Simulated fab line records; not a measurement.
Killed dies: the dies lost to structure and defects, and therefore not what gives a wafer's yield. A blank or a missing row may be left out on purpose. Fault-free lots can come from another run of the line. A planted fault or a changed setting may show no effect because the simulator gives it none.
Problem report in the 8D (eight disciplines) form, filled by code :: flow gf180mcu :: the parts of the form that need people (team, actions taken, sign-off) are left out

## 1. THE ISSUE
Across 6 wafers from 2 lots, M4_ALCU_RS at GF_M4_RS_MEAS_05 averages 0.1007 ohm/sq, while fault-free wafers read 0.0699 ohm/sq with a standard deviation of 0.00081. Measured from the usual mean, that is +38 standard deviations.
The step: measures by four-point-probe.
First seen on wafer L802.1, day 27 05:58, on film-metro-02. Wafers with a number at this step in the record: 33, from 11 lots. By rule, "out" or "out of limits" means more than 4 standard deviations away from the usual mean. The other wafers with a number count as sound.

## 2. WHAT IT IS, WHAT IT ISN'T
question: which readings at this step
is: M4_ALCU_RS
is not: -

question: which lots
is: L802, L804
is not: L790, L791, L795, L797, L805, L807, L808, L810, L811

question: which wafers of those lots
is: all that have a number
is not: -

question: read on which gauges
is: film-metro-02, film-metro-04
is not: -

question: when
is: from day 27 05:58
is not: up to then (12 sound wafers); but 15 sound wafers of L805, L807, L808, L810, L811 came after

## 3. WHAT RULES OUT EACH SUSPECT
Counting: a tool at any process step up to the reading remains a suspect when it ran all the lots that are out and ran no sound lot after the first of those.
- the gauge at GF_M4_RS_MEAS_05: ruled out. Those wafers that are out were read across 2 gauges (film-metro-02, film-metro-04).
- cvd-w-02 at GF_V2_CVD_23 (deposits W, target thk 350 nm, time 104.94 s): ruled out as a lasting fault. Sound lots L805, L810, L811 ran on it after its first lot that is out, L802 (day 25 07:45).
- pvd-sputter-02 at GF_M4_SPUTTER_02 (material AlCu, target thk 450 nm, time 23.9 s): kept. Every lot that is out went through it, starting with L802 (day 27 05:52), and after that it ran no sound lot; the last sound lot it ran before then is L797 (day 25 13:17).
Remaining after the count: pvd-sputter-02 at GF_M4_SPUTTER_02.

## 4. THE CAUSE (what the simulator had put in)
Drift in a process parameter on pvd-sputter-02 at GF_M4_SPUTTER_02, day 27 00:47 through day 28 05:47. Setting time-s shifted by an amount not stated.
Only this tool survived the counting.

## 5. THE EFFECT CHAIN, in route order
Each row: a reading where the mean over the struck wafers with a number is more than 3 standard deviations away from the usual. Readings are gone through only where the record gives a usual standard deviation; hours: the median, over the lots, of the time from a lot's start at the first step in this table giving one to that lot's start at this step; sigmas: the change measured in usual standard deviations.
hours: 0
step: GF_M4_RS_MEAS_05
reading: M4_ALCU_RS
usual: 0.0699 ohm/sq
on struck wafers: 0.1007
change: +0.0307
sigmas: +38

hours: 0
step: GF_M4_THK_MEAS_06
reading: M4_ALCU_THK
usual: 445 nm
on struck wafers: 311
change: -134
sigmas: -24

hours: 20
step: GF_M4_METAL_ETCH_16
reading: oes-product-au
usual: 0.972 a.u.
on struck wafers: 0.836
change: -0.136
sigmas: -21

hours: 20
step: GF_M4_METAL_ETCH_16
reading: throttle-valve-pct
usual: 28.250 %
on struck wafers: 28.401
change: +0.151
sigmas: +15
Process steps it contains:
- GF_M4_METAL_ETCH_16: etches the open film in Cl2/BCl3, stops on SiO2, target depth 627.5 nm, time 104.6 s.

## 6. HOW IT WOULD HAVE BEEN CAUGHT EARLIER
Counted from the fault's start at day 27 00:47, it took 5 hours until the first out-of-limits reading at a measuring or inspecting step in this record, taken at day 27 05:58.
Of the tool readings at GF_M4_SPUTTER_02 for which the record gives a usual standard deviation, none was out on any struck wafer, so an alarm limit of 4 standard deviations on them would not have fired.
L804, from the lots that are out (2), started GF_M4_SPUTTER_02 on pvd-sputter-02 later than day 27 05:58. It would have been spared by a hold on the tool at that moment.
